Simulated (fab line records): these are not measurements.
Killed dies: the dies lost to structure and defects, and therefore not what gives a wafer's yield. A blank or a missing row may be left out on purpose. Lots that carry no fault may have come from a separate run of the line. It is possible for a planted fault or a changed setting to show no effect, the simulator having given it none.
8D (eight disciplines) problem report, filled in by code :: flow sky130 :: the parts of the form that need people (team, actions taken, sign-off) are left out

== 1. WHAT IS WRONG ==
Wafers free of any fault read 10.01 nm (standard deviation 0.19) for NWELL_OXIDATION_THK at SKY_NWELL_THK_MEAS_02, against a mean of 13.69 nm on 6 wafers of 2 lots. Measured from the usual mean, that is +19 standard deviations.
The first sign was on wafer L656.1 at day 4 08:01, on film-metro-01. At this step, 39 wafers from 13 lots have a number in the record. The rule behind "out" and "out of limits": a value lying over 4 standard deviations away from the usual mean. Any other wafer with a number is counted as sound.

== 2. WHAT THIS IS AND IS NOT ==
question: which readings at this step
is: NWELL_OXIDATION_THK
is not: -

question: which lots
is: L656, L658
is not: L648, L649, L662, L663, L664, L665, L666, L668, L669, L670, L671

question: which wafers of those lots
is: all that have a number
is not: -

question: read on which gauges
is: film-metro-01
is not: film-metro-02, film-metro-04

question: when
is: from day 4 08:01
is not: up to then (6 sound wafers); but 27 sound wafers of L662, L663, L664, L665, L666, L668, L669, L670, L671 came after

== 3. SUSPECTS, AND WHAT RULES EACH OUT ==
Counting: any tool at a process step up to the reading is kept as a suspect provided that every lot that is out went through it and no sound lot did after the first of them.
- the gauge at SKY_NWELL_THK_MEAS_02: kept. All the wafers that are out were read on film-metro-01, and no step on other tools shows them out.
Remaining after the count: film-metro-01 at SKY_NWELL_THK_MEAS_02.

== 4. THE CAUSE (what the simulator had put in) ==
Metrology matching offset: film-metro-01, from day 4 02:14 on, at SKY_NWELL_THK_MEAS_02. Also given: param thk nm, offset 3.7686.
After counting, this tool was the only one left.

== 5. THE CHAIN OF EFFECTS, in route order ==
One row per reading whose mean, taken over the struck wafers that have a number, lies over 3 standard deviations from the usual. Only readings whose record carries a usual standard deviation are examined. hours: median over the lots of the time between each lot's start at the first step of this table that gives one and its start at this step. sigmas: the change, counted in usual standard deviations.
hours: 0
step: SKY_NWELL_THK_MEAS_02
reading: NWELL_OXIDATION_THK
usual: 10.01 nm
on struck wafers: 13.69
change: +3.68
sigmas: +19

== 6. WHAT WOULD HAVE CAUGHT IT SOONER ==
In this record the first reading out of limits at a measuring or inspecting step was taken at day 4 08:01, 6 hours after the fault began at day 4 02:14.
